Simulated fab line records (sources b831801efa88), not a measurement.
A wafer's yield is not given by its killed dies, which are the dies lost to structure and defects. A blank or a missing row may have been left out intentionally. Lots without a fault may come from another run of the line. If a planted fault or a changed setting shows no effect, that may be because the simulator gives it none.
Lot-split experiment / flow sfq-line / route with 325 steps; 5 lots, 23 wafers read

## SPLIT DETAILS
At SFQ_TRILAYER_M8_LITHO_COAT_193 (resist thk 600 nm), the setting resist-thk-nm was moved away from the recipe's 600 nm on 7 of the 23 wafers read, by -5.9% to -5.3%. The other wafers ran this setting at the recipe's value.

Reading taken at the split's own step.

## THE READING
KrF_of_TRILAYER_M8_LITHO_COAT_193.thk-nm (the simulator's own value, which no gauge read), in nm, at SFQ_TRILAYER_M8_LITHO_COAT_193 (resist thk 600 nm). No usual value for it is given in the file. Average 600.5 nm, standard deviation 1 nm, over the 16 wafers here run with the recipe.

wafer=L074.1; tool, chamber at the split=litho-track-02, 0; resist-thk-nm as run, nm=600; against the recipe=recipe; KrF_of_TRILAYER_M8_LITHO_COAT_193.thk-nm, nm=599.7; against lot-mates on the recipe=-
wafer=L074.5; tool, chamber at the split=litho-track-02, 0; resist-thk-nm as run, nm=600; against the recipe=recipe; KrF_of_TRILAYER_M8_LITHO_COAT_193.thk-nm, nm=598.6; against lot-mates on the recipe=-
wafer=L074.6; tool, chamber at the split=litho-track-02, 0; resist-thk-nm as run, nm=600; against the recipe=recipe; KrF_of_TRILAYER_M8_LITHO_COAT_193.thk-nm, nm=599.5; against lot-mates on the recipe=-
wafer=L076.1; tool, chamber at the split=litho-track-04, 0; resist-thk-nm as run, nm=600; against the recipe=recipe; KrF_of_TRILAYER_M8_LITHO_COAT_193.thk-nm, nm=601.9; against lot-mates on the recipe=-
wafer=L076.2; tool, chamber at the split=litho-track-04, 0; resist-thk-nm as run, nm=600; against the recipe=recipe; KrF_of_TRILAYER_M8_LITHO_COAT_193.thk-nm, nm=601.6; against lot-mates on the recipe=-
wafer=L076.4; tool, chamber at the split=litho-track-04, 0; resist-thk-nm as run, nm=600; against the recipe=recipe; KrF_of_TRILAYER_M8_LITHO_COAT_193.thk-nm, nm=601.5; against lot-mates on the recipe=-
wafer=L076.5; tool, chamber at the split=litho-track-04, 0; resist-thk-nm as run, nm=600; against the recipe=recipe; KrF_of_TRILAYER_M8_LITHO_COAT_193.thk-nm, nm=601.2; against lot-mates on the recipe=-
wafer=L076.6; tool, chamber at the split=litho-track-04, 0; resist-thk-nm as run, nm=600; against the recipe=recipe; KrF_of_TRILAYER_M8_LITHO_COAT_193.thk-nm, nm=601.3; against lot-mates on the recipe=-
wafer=L077.2; tool, chamber at the split=litho-track-02, 0; resist-thk-nm as run, nm=566.5; against the recipe=-5.6%; KrF_of_TRILAYER_M8_LITHO_COAT_193.thk-nm, nm=569.4; against lot-mates on the recipe=-32.2
wafer=L077.3; tool, chamber at the split=litho-track-02, 0; resist-thk-nm as run, nm=566.5; against the recipe=-5.6%; KrF_of_TRILAYER_M8_LITHO_COAT_193.thk-nm, nm=567.1; against lot-mates on the recipe=-34.5
wafer=L077.4; tool, chamber at the split=litho-track-02, 0; resist-thk-nm as run, nm=566.5; against the recipe=-5.6%; KrF_of_TRILAYER_M8_LITHO_COAT_193.thk-nm, nm=568.2; against lot-mates on the recipe=-33.4
wafer=L077.5; tool, chamber at the split=litho-track-02, 0; resist-thk-nm as run, nm=600; against the recipe=recipe; KrF_of_TRILAYER_M8_LITHO_COAT_193.thk-nm, nm=602.3; against lot-mates on the recipe=-
wafer=L077.6; tool, chamber at the split=litho-track-02, 0; resist-thk-nm as run, nm=600; against the recipe=recipe; KrF_of_TRILAYER_M8_LITHO_COAT_193.thk-nm, nm=601; against lot-mates on the recipe=-
wafer=L081.1; tool, chamber at the split=litho-track-01, 0; resist-thk-nm as run, nm=564.5; against the recipe=-5.9%; KrF_of_TRILAYER_M8_LITHO_COAT_193.thk-nm, nm=564.3; against lot-mates on the recipe=-35.6
wafer=L081.2; tool, chamber at the split=litho-track-01, 0; resist-thk-nm as run, nm=564.5; against the recipe=-5.9%; KrF_of_TRILAYER_M8_LITHO_COAT_193.thk-nm, nm=564.3; against lot-mates on the recipe=-35.6
wafer=L081.3; tool, chamber at the split=litho-track-01, 0; resist-thk-nm as run, nm=600; against the recipe=recipe; KrF_of_TRILAYER_M8_LITHO_COAT_193.thk-nm, nm=600.3; against lot-mates on the recipe=-
wafer=L081.4; tool, chamber at the split=litho-track-01, 0; resist-thk-nm as run, nm=600; against the recipe=recipe; KrF_of_TRILAYER_M8_LITHO_COAT_193.thk-nm, nm=600; against lot-mates on the recipe=-
wafer=L081.5; tool, chamber at the split=litho-track-01, 0; resist-thk-nm as run, nm=600; against the recipe=recipe; KrF_of_TRILAYER_M8_LITHO_COAT_193.thk-nm, nm=599.5; against lot-mates on the recipe=-
wafer=L083.1; tool, chamber at the split=litho-track-04, 0; resist-thk-nm as run, nm=568.4; against the recipe=-5.3%; KrF_of_TRILAYER_M8_LITHO_COAT_193.thk-nm, nm=569.6; against lot-mates on the recipe=-30.4
wafer=L083.2; tool, chamber at the split=litho-track-04, 0; resist-thk-nm as run, nm=568.4; against the recipe=-5.3%; KrF_of_TRILAYER_M8_LITHO_COAT_193.thk-nm, nm=569.1; against lot-mates on the recipe=-30.9
wafer=L083.4; tool, chamber at the split=litho-track-04, 0; resist-thk-nm as run, nm=600; against the recipe=recipe; KrF_of_TRILAYER_M8_LITHO_COAT_193.thk-nm, nm=599.8; against lot-mates on the recipe=-
wafer=L083.5; tool, chamber at the split=litho-track-04, 0; resist-thk-nm as run, nm=600; against the recipe=recipe; KrF_of_TRILAYER_M8_LITHO_COAT_193.thk-nm, nm=599.7; against lot-mates on the recipe=-
wafer=L083.6; tool, chamber at the split=litho-track-04, 0; resist-thk-nm as run, nm=600; against the recipe=recipe; KrF_of_TRILAYER_M8_LITHO_COAT_193.thk-nm, nm=600.6; against lot-mates on the recipe=-

FIT RESULTS
A straight line over all 23 wafers: KrF_of_TRILAYER_M8_LITHO_COAT_193.thk-nm changes by +5.93 nm for each +1% of resist-thk-nm; r = +1.00; the points scatter about the line by 1.1 nm.
The same after taking each lot's own level away (the mean of its wafers on the recipe; 23 wafers): +5.96 nm for each +1%; r = +1.00; scatter 0.57 nm.
Per that fit: largest resist-thk-nm move, reading shift of 35 nm.
The span of the lots' own levels, 599.27 to 601.65 nm, comes to 2.4 times the standard deviation stated above.
So the lot-to-lot level changes the slope little: the two slopes agree.
Check: with one of the wafers moved furthest among these (-5.9%) left out of the fit, the line predicts -35.2 nm for it against its lot-mates. It came out at -35.6 nm against them.

## THESE WAFERS: OTHER SPLITS
Other splits were also applied to these wafers ahead of the reading. Each is held against what the fit with the lots' levels taken away leaves over:
other split on the same wafers=SFQ_TRILAYER_R5_DEP_SPUTTER_134 power-w; wafers away from the commonest value=7; r with KrF_of_TRILAYER_M8_LITHO_COAT_193.thk-nm (lot level and that fit taken away)=-0.30
other split on the same wafers=SFQ_TRILAYER_R5_LITHO_COAT_136 resist-thk-nm; wafers away from the commonest value=6; r with KrF_of_TRILAYER_M8_LITHO_COAT_193.thk-nm (lot level and that fit taken away)=-0.03
other split on the same wafers=SFQ_TRILAYER_R5_ETCH_METAL_ETCH_139 time-s; wafers away from the commonest value=6; r with KrF_of_TRILAYER_M8_LITHO_COAT_193.thk-nm (lot level and that fit taken away)=+0.39
other split on the same wafers=SFQ_TRILAYER_I5_LITHO_EXPOSE_145 dose-mj; wafers away from the commonest value=9; r with KrF_of_TRILAYER_M8_LITHO_COAT_193.thk-nm (lot level and that fit taken away)=+0.27
other split on the same wafers=SFQ_TRILAYER_I5_BARC_OPEN_VIA_ETCH_200 time-s; wafers away from the commonest value=9; r with KrF_of_TRILAYER_M8_LITHO_COAT_193.thk-nm (lot level and that fit taken away)=-0.23
other split on the same wafers=SFQ_TRILAYER_C5_LITHO_COAT_151 spin-rpm; wafers away from the commonest value=7; r with KrF_of_TRILAYER_M8_LITHO_COAT_193.thk-nm (lot level and that fit taken away)=-0.24
other split on the same wafers=SFQ_TRILAYER_M6_DEP_SPUTTER_157 time-s; wafers away from the commonest value=5; r with KrF_of_TRILAYER_M8_LITHO_COAT_193.thk-nm (lot level and that fit taken away)=-0.28
other split on the same wafers=SFQ_TRILAYER_M6_LITHO_PEB_162 peb-temp-c; wafers away from the commonest value=7; r with KrF_of_TRILAYER_M8_LITHO_COAT_193.thk-nm (lot level and that fit taken away)=-0.37
other split on the same wafers=SFQ_TRILAYER_I6_VIA_LITHO_COAT_169 resist-thk-nm; wafers away from the commonest value=8; r with KrF_of_TRILAYER_M8_LITHO_COAT_193.thk-nm (lot level and that fit taken away)=-0.30
other split on the same wafers=SFQ_TRILAYER_I7_VIA_LITHO_EXPOSE_188 dose-mj; wafers away from the commonest value=3; r with KrF_of_TRILAYER_M8_LITHO_COAT_193.thk-nm (lot level and that fit taken away)=-0.18

## THE FILE'S OWN FIT
KrF_of_TRILAYER_M8_LITHO_COAT_193.thk-nm changes by +5.95 nm for each +1% of resist-thk-nm, r = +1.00.
